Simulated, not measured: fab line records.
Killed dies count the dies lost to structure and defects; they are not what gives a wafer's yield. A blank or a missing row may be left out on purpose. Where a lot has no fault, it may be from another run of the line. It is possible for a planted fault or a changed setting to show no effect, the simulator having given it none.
A struck lot beside a sound one ; flow sky130 ; 21 out of 708 route steps
Sound: the wafers L157.1, L157.5, L157.6. The struck wafers were L168.3, L168.4, L168.6. Last of all comes the cause.
At each step with rows: each side's tool, then ch and its chambers, then its first start. Under that, the readings that differ: sound wafers ; struck wafers ; difference of the means ; sigmas: that difference in standard deviations of wafers without a fault.
alike: same words and numbers on both sides, and readings whose means sit less than 2 such deviations apart. not compared: any withheld reading, any reading some wafer has no value for, any bound like >300 that may hide the same value, and any number with overlapping values for which the record gives no deviation.
The two part at a step that has a row with sigmas, a row that says differs or no value, or rows on one side only. Numbers that have no deviation but don't overlap get no sigmas and don't part them. A reading missing from all wafers of one side parts the sides only when that side holds two or more wafers.

first, 1 step without rows for these wafers: SKY_LDD_LDN_IMPLANT_11.
SKY_LDD_LDN_STRIP_12: strips in O2/N2.
  sound on plasma-asher-04 ch 0,1, day 23 16:07; struck on plasma-asher-04 ch 0,1, day 27 00:26
  alike: drypump-motor-current-A, oes-product-au, strip-time-to-endpoint-s
  not compared: rf-hours-counter-h
SKY_LDD_LDN_TW_MEAS_13:
  sound: film-metro-04 at day 23 16:13; struck: film-metro-01 at day 27 00:31
  alike: LDD_LDN_TW
then, 2 steps without rows for these wafers: SKY_LDD_LDN_CLEAN_14 (cleans in SC1/SC2, time 150 s); SKY_SPACER_CVD_00 (deposits Si3N4 from DCS/NH3, target thk 43.1 nm, time 740 s).
SKY_SPACER_THK_MEAS_01:
  sound: film-metro-04 at day 23 19:26; struck: film-metro-04 at day 27 02:26
  alike: SPACER_CVD_00_THK
SKY_SPACER_ETCHBACK_02: etches Si3N4 in CH3F/O2, stops on SiO2, time 46.7 s, target depth 45 nm.
  sound on rie-diel-03 ch 1,2,3, day 23 19:29; struck on rie-diel-04 ch 1,2, day 27 02:29
  alike: O2_flow_sccm, drypump-motor-current-A, oes-product-au, throttle-valve-pct
  not compared: rf-hours-counter-h
then, 5 steps without rows for these wafers: SKY_POLY_CUT_DEHYDRATE_00 (time 60 s); SKY_POLY_CUT_HMDS_01 (prime time 60 s); SKY_POLY_CUT_COAT_02 (resist thk 60 nm); SKY_POLY_CUT_COAT_03 (resist thk 450 nm); SKY_POLY_CUT_SOFTBAKE_04 (time 90 s).
SKY_POLY_CUT_EXPOSE_05: exposes mask NPCM, target cd 270 nm.
  sound on krf-scanner-01 ch 0, day 24 10:16; struck on krf-scanner-02 ch 0, day 27 18:03
reading;sound;struck;difference;sigmas
exposure-dose-mJ-cm2;32.003 31.985 31.988;32.273 32.341 32.319;+0.319;+11
  alike: mask
then, 2 steps without rows for these wafers: SKY_POLY_CUT_PEB_06; SKY_POLY_CUT_DEVELOP_07 (develop time 60 s).
SKY_POLY_CUT_CD_MEAS_08 targets a cd of 270 nm.
  sound: cd-sem-01 at day 25 01:28; struck: cd-sem-02 at day 28 07:25
reading;sound;struck;difference;sigmas
cd-nm (nm);268.3 269.5 270.3;256.4 249.8 267.9;-11.3;-9
SKY_POLY_CUT_OVL_MEAS_09:
  sound: overlay-02 at day 25 01:35; struck: overlay-02 at day 28 07:30
reading;sound;struck;difference;sigmas
POLY_CUT_OVL (nm);1 1 9;-5 -6 -9;-10;-2
SKY_POLY_CUT_ETCH_10: etches BARC in N2/H2, stops on SiO2, time 45.9 s, target depth 60 nm.
  sound on rie-diel-03 ch 0,3, day 25 01:37; struck on rie-diel-03 ch 1,2, day 28 07:32
reading;sound;struck;difference;sigmas
model.POLY_CUT.cd-nm (nm);269.9 270.5 271.6;256.1 249.3 267.7;-13.0;
  alike: drypump-motor-current-A, oes-product-au, throttle-valve-pct
  not compared: rf-hours-counter-h
SKY_POLY_CUT_ETCH_11: etches Si3N4 in CF4/CH2F2/Ar, stops on poly-Si, time 42.5 s, target depth 60 nm.
  sound on rie-diel-03 ch 0,3, day 25 01:40; struck on rie-diel-03 ch 1,2, day 28 07:34
reading;sound;struck;difference;sigmas
model.POLY_CUT.cd-nm (nm);269.9 270.4 271.6;256 249.3 267.7;-13;
  alike: drypump-motor-current-A, mfc-ar-sccm, oes-product-au, throttle-valve-pct
  not compared: rf-hours-counter-h
SKY_POLY_CUT_STRIP_12: strips in O2/N2.
  sound on plasma-asher-01 ch 0,1, day 25 01:43; struck on plasma-asher-03 ch 0,1, day 28 07:38
  alike: drypump-motor-current-A, oes-product-au, strip-time-to-endpoint-s
  not compared: rf-hours-counter-h
SKY_PAD_OPEN_PROBE_99:
  rows exist in the record for the sound wafers here (prober-01, day 46 09:22), none for the struck ones

## WHERE THEY PART
Last at SKY_PAD_OPEN_PROBE_99 as far as this record goes, first at SKY_POLY_CUT_EXPOSE_05.

WHY: whatever the simulator had introduced
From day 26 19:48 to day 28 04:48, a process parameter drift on krf-scanner-02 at SKY_POLY_CUT_EXPOSE_05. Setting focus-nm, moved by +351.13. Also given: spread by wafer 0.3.
